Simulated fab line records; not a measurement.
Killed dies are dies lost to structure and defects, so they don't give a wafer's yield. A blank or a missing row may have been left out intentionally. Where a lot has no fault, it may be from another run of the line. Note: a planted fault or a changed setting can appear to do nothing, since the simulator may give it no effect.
Which tool did it? || flow sky130 || Sampling: 13 lots, 39 wafers, 5 of 708 route steps

WHAT THE GAUGES SHOWED, per wafer
SKY_FIELD_ISO_BOW_MEAS_00.
{"lot": "L538", "measured": "day 1 10:02", "on": "film metro-01", "INCOMING_BOW (um)": "-1 10 1"}
{"lot": "L540", "measured": "day 1 20:01", "on": "film metro-03", "INCOMING_BOW (um)": "10 0 -6"}
{"lot": "L541", "measured": "day 2 01:00", "on": "film metro-04", "INCOMING_BOW (um)": "-5 -3 -5"}
{"lot": "L543", "measured": "day 2 11:00", "on": "film metro-03", "INCOMING_BOW (um)": "4 -6 0"}
{"lot": "L545", "measured": "day 2 21:00", "on": "film metro-03", "INCOMING_BOW (um)": "-5 1 -12"}
{"lot": "L546", "measured": "day 3 02:01", "on": "film metro-01", "INCOMING_BOW (um)": "-7 1 -2"}
{"lot": "L547", "measured": "day 3 07:00", "on": "film metro-01", "INCOMING_BOW (um)": "4 -1 -6"}
{"lot": "L548", "measured": "day 3 12:00", "on": "film metro-03", "INCOMING_BOW (um)": "-6 -5 3"}
{"lot": "L549", "measured": "day 3 17:00", "on": "film metro-03", "INCOMING_BOW (um)": "-4 -2 -4"}
{"lot": "L550", "measured": "day 3 22:00", "on": "film metro-01", "INCOMING_BOW (um)": "-5 -8 0"}
{"lot": "L551", "measured": "day 4 03:02", "on": "film metro-04", "INCOMING_BOW (um)": "-1 3 5"}
{"lot": "L554", "measured": "day 4 18:01", "on": "film metro-01", "INCOMING_BOW (um)": "-4 -5 -7"}
{"lot": "L555", "measured": "day 4 23:04", "on": "film metro-03", "INCOMING_BOW (um)": "1 12 -7"}

SKY_FIELD_ISO_THK_MEAS_04.
{"lot": "L538", "measured": "day 1 13:30", "on": "film metro-01", "FIELD_ISO_CVD_03_THK (nm)": "148.0 149.5 148.8"}
{"lot": "L540", "measured": "day 2 00:16", "on": "film metro-01", "FIELD_ISO_CVD_03_THK (nm)": "148.5 147.8 150.7"}
{"lot": "L541", "measured": "day 2 06:41", "on": "film metro-03", "FIELD_ISO_CVD_03_THK (nm)": "149.0 150.9 149.8"}
{"lot": "L543", "measured": "day 2 15:45", "on": "film metro-01", "FIELD_ISO_CVD_03_THK (nm)": "148.7 148.7 147.9"}
{"lot": "L545", "measured": "day 3 01:20", "on": "film metro-04", "FIELD_ISO_CVD_03_THK (nm)": "147.2 146.9 146.9"}
{"lot": "L546", "measured": "day 3 07:16", "on": "film metro-03", "FIELD_ISO_CVD_03_THK (nm)": "147.3 148.7 148.6"}
{"lot": "L547", "measured": "day 3 10:51", "on": "film metro-01", "FIELD_ISO_CVD_03_THK (nm)": "146.7 146.4 146.2"}
{"lot": "L548", "measured": "day 3 17:42", "on": "film metro-03", "FIELD_ISO_CVD_03_THK (nm)": "146.6 149.1 148.1"}
{"lot": "L549", "measured": "day 3 20:50", "on": "film metro-01", "FIELD_ISO_CVD_03_THK (nm)": "147.5 147.5 147.7"}
{"lot": "L550", "measured": "day 4 01:29", "on": "film metro-01", "FIELD_ISO_CVD_03_THK (nm)": "147.5 148.1 148.2"}
{"lot": "L551", "measured": "day 4 07:11", "on": "film metro-04", "FIELD_ISO_CVD_03_THK (nm)": "149.0 147.2 148.2"}
{"lot": "L554", "measured": "day 5 00:41", "on": "film metro-03", "FIELD_ISO_CVD_03_THK (nm)": "148.9 149.7 149.7"}
{"lot": "L555", "measured": "day 5 05:49", "on": "film metro-03", "FIELD_ISO_CVD_03_THK (nm)": "149.0 149.9 150.6"}

SKY_FIELD_ISO_THK_MEAS_23.
{"lot": "L538", "measured": "day 2 06:43", "on": "film metro-01", "FIELD_ISO_OXIDATION_01_THK (nm)": "10.15 9.93 10.08"}
{"lot": "L540", "measured": "day 2 17:08", "on": "film metro-01", "FIELD_ISO_OXIDATION_01_THK (nm)": "9.97 9.64 9.76"}
{"lot": "L541", "measured": "day 3 00:16", "on": "film metro-04", "FIELD_ISO_OXIDATION_01_THK (nm)": "10.06 10.00 10.25"}
{"lot": "L543", "measured": "day 3 09:10", "on": "film metro-03", "FIELD_ISO_OXIDATION_01_THK (nm)": "9.91 9.69 9.85"}
{"lot": "L545", "measured": "day 3 19:49", "on": "film metro-03", "FIELD_ISO_OXIDATION_01_THK (nm)": "10.27 10.13 10.27"}
{"lot": "L546", "measured": "day 4 00:53", "on": "film metro-04", "FIELD_ISO_OXIDATION_01_THK (nm)": "9.85 9.79 9.76"}
{"lot": "L547", "measured": "day 4 06:39", "on": "film metro-01", "FIELD_ISO_OXIDATION_01_THK (nm)": "10.06 10.20 10.15"}
{"lot": "L548", "measured": "day 4 12:12", "on": "film metro-03", "FIELD_ISO_OXIDATION_01_THK (nm)": "10.29 10.18 10.28"}
{"lot": "L549", "measured": "day 4 17:50", "on": "film metro-01", "FIELD_ISO_OXIDATION_01_THK (nm)": "9.89 9.76 9.90"}
{"lot": "L550", "measured": "day 4 20:41", "on": "film metro-03", "FIELD_ISO_OXIDATION_01_THK (nm)": "10.03 10.10 10.18"}
{"lot": "L551", "measured": "day 5 02:10", "on": "film metro-04", "FIELD_ISO_OXIDATION_01_THK (nm)": "10.44 9.91 10.16"}
{"lot": "L554", "measured": "day 5 20:46", "on": "film metro-01", "FIELD_ISO_OXIDATION_01_THK (nm)": "9.87 9.98 10.04"}
{"lot": "L555", "measured": "day 6 03:30", "on": "film metro-01", "FIELD_ISO_OXIDATION_01_THK (nm)": "10.00 10.05 10.09"}

SKY_NWELL_RS_MEAS_29: measurement is done with a four-point probe.
{"lot": "L538", "measured": "day 5 10:58", "on": "film metro-03", "NWELL_RS (ohm/sq)": "623.8 624.2 625.5"}
{"lot": "L540", "measured": "day 5 16:46", "on": "film metro-03", "NWELL_RS (ohm/sq)": "626.6 625.6 625.9"}
{"lot": "L541", "measured": "day 6 00:32", "on": "film metro-04", "NWELL_RS (ohm/sq)": "622.5 624.9 626.1"}
{"lot": "L543", "measured": "day 6 14:13", "on": "film metro-03", "NWELL_RS (ohm/sq)": "624.0 624.9 626.2"}
{"lot": "L545", "measured": "day 7 01:44", "on": "film metro-02", "NWELL_RS (ohm/sq)": "624.2 625.0 625.6"}
{"lot": "L546", "measured": "day 7 06:30", "on": "film metro-02", "NWELL_RS (ohm/sq)": "624.9 624.3 626.0"}
{"lot": "L547", "measured": "day 7 14:44", "on": "film metro-02", "NWELL_RS (ohm/sq)": "627.4 626.7 626.3"}
{"lot": "L548", "measured": "day 8 00:23", "on": "film metro-02", "NWELL_RS (ohm/sq)": "622.1 622.7 622.1"}
{"lot": "L549", "measured": "day 8 01:14", "on": "film metro-02", "NWELL_RS (ohm/sq)": "623.9 624.4 624.3"}
{"lot": "L550", "measured": "day 8 10:57", "on": "film metro-02", "NWELL_RS (ohm/sq)": "622.4 623.4 623.2"}
{"lot": "L551", "measured": "day 8 14:35", "on": "film metro-03", "NWELL_RS (ohm/sq)": "624.4 625.6 624.9"}
{"lot": "L554", "measured": "day 9 10:10", "on": "film metro-04", "NWELL_RS (ohm/sq)": "647.4 646.0 646.5"}
{"lot": "L555", "measured": "day 10 00:35", "on": "film metro-02", "NWELL_RS (ohm/sq)": "644.2 642.3 642.8"}

TOOL THAT RAN EACH LOT (tool first, then ch and the chambers of the sampled wafers, then the start)
{"lot": "L538", "SKY_NWELL_IMPLANT_11": "implanter-01 ch 0, day 4 16:38"}
{"lot": "L540", "SKY_NWELL_IMPLANT_11": "implanter-02 ch 0, day 4 22:01"}
{"lot": "L541", "SKY_NWELL_IMPLANT_11": "implanter-02 ch 0, day 5 05:16"}
{"lot": "L543", "SKY_NWELL_IMPLANT_11": "implanter-02 ch 0, day 5 18:01"}
{"lot": "L545", "SKY_NWELL_IMPLANT_11": "implanter-02 ch 0, day 6 05:22"}
{"lot": "L546", "SKY_NWELL_IMPLANT_11": "implanter-02 ch 0, day 6 10:38"}
{"lot": "L547", "SKY_NWELL_IMPLANT_11": "implanter-04 ch 0, day 6 18:13"}
{"lot": "L548", "SKY_NWELL_IMPLANT_11": "implanter-02 ch 0, day 7 03:40"}
{"lot": "L549", "SKY_NWELL_IMPLANT_11": "implanter-04 ch 0, day 7 04:13"}
{"lot": "L550", "SKY_NWELL_IMPLANT_11": "implanter-04 ch 0, day 7 12:27"}
{"lot": "L551", "SKY_NWELL_IMPLANT_11": "implanter-04 ch 0, day 7 16:59"}
{"lot": "L554", "SKY_NWELL_IMPLANT_11": "implanter-04 ch 0, day 8 11:55"}
{"lot": "L555", "SKY_NWELL_IMPLANT_11": "implanter-04 ch 0, day 8 22:57"}
- SKY_NWELL_IMPLANT_11

AS READ BY THE TOOLS THEMSELVES (means over the sampled wafers that have a number; for cases with no such wafer, the mark the record gives instead)
SKY_NWELL_IMPLANT_11.
{"lot": "L538", "tool": "implanter-01", "beam energy keV": 399.88, "dose ions cm2": 1.9e+13, "faraday current uA": 106.2}
{"lot": "L540", "tool": "implanter-02", "beam energy keV": 400.08, "dose ions cm2": 1.9e+13, "faraday current uA": 107.3}
{"lot": "L541", "tool": "implanter-02", "beam energy keV": 400.04, "dose ions cm2": 1.9e+13, "faraday current uA": 106.3}
{"lot": "L543", "tool": "implanter-02", "beam energy keV": 399.79, "dose ions cm2": 1.9e+13, "faraday current uA": 108.6}
{"lot": "L545", "tool": "implanter-02", "beam energy keV": 399.99, "dose ions cm2": 1.9e+13, "faraday current uA": 108.4}
{"lot": "L546", "tool": "implanter-02", "beam energy keV": 400.00, "dose ions cm2": 1.9e+13, "faraday current uA": 103.8}
{"lot": "L547", "tool": "implanter-04", "beam energy keV": 400.17, "dose ions cm2": 1.9e+13, "faraday current uA": 107.6}
{"lot": "L548", "tool": "implanter-02", "beam energy keV": 400.01, "dose ions cm2": 1.9e+13, "faraday current uA": 108.1}
{"lot": "L549", "tool": "implanter-04", "beam energy keV": 400.22, "dose ions cm2": 1.9e+13, "faraday current uA": 106.8}
{"lot": "L550", "tool": "implanter-04", "beam energy keV": 399.95, "dose ions cm2": 1.9e+13, "faraday current uA": 104.0}
{"lot": "L551", "tool": "implanter-04", "beam energy keV": 400.08, "dose ions cm2": 1.9e+13, "faraday current uA": 108.5}
{"lot": "L554", "tool": "implanter-04", "beam energy keV": 399.87, "dose ions cm2": 1.8e+13, "faraday current uA": 100.6}
{"lot": "L555", "tool": "implanter-04", "beam energy keV": 399.88, "dose ions cm2": 1.8e+13, "faraday current uA": 98.2}

THE ANSWER, worked out from the rows above alone
Rule: usual is defined by the lots themselves. Put in order of their means at a reading, lots are off if they are a third of the lots or fewer, leave a main group of 4 or more, and stand apart from it by a gap of 3 or more times the standard deviation of the main group's means; of several such gaps the widest counts. Not used: any main group whose means are identical at the precision the tables above print for the reading. A lot without any number at a reading at which 4 lots or more have one is off too. Where the step has rows for the other lots, those lots are counted as sound. Order of review: gauges by route order, followed by the tools' own readings, for which a lot's mean as printed above is used. At the first step where some lot is off, the reading lying furthest off is the one used; lots without a number count as furthest.
Off: at SKY_NWELL_RS_MEAS_29 (NWELL_RS), L554, L555. The main group: mean 624.7 ohm/sq, standard deviation 1.2.
A tool fits if, at a process step before that reading, it ran every lot that is off, and no sound lot after the first of them. Gauges at SKY_NWELL_RS_MEAS_29: tried the same way as those tools. One fits: implanter-04 at SKY_NWELL_IMPLANT_11. A fault onset in the window from L551 (day 7 16:59, its last sound lot) to L554 (day 8 11:55, its first lot off) fits.
On the lots that are off, the tool's own readings at SKY_NWELL_IMPLANT_11 differ by more than 5 times the standard deviation of the sound lots' means, which bears it out; dose ions cm2 reads 1.8e+13 there versus 1.9e+13 on the sound lots.

WHAT THE SIMULATOR HAD INSERTED
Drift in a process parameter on implanter-04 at SKY_NWELL_IMPLANT_11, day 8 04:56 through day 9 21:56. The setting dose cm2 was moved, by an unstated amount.
Lots struck among those shown: L554, L555. The same result came from the rule above.
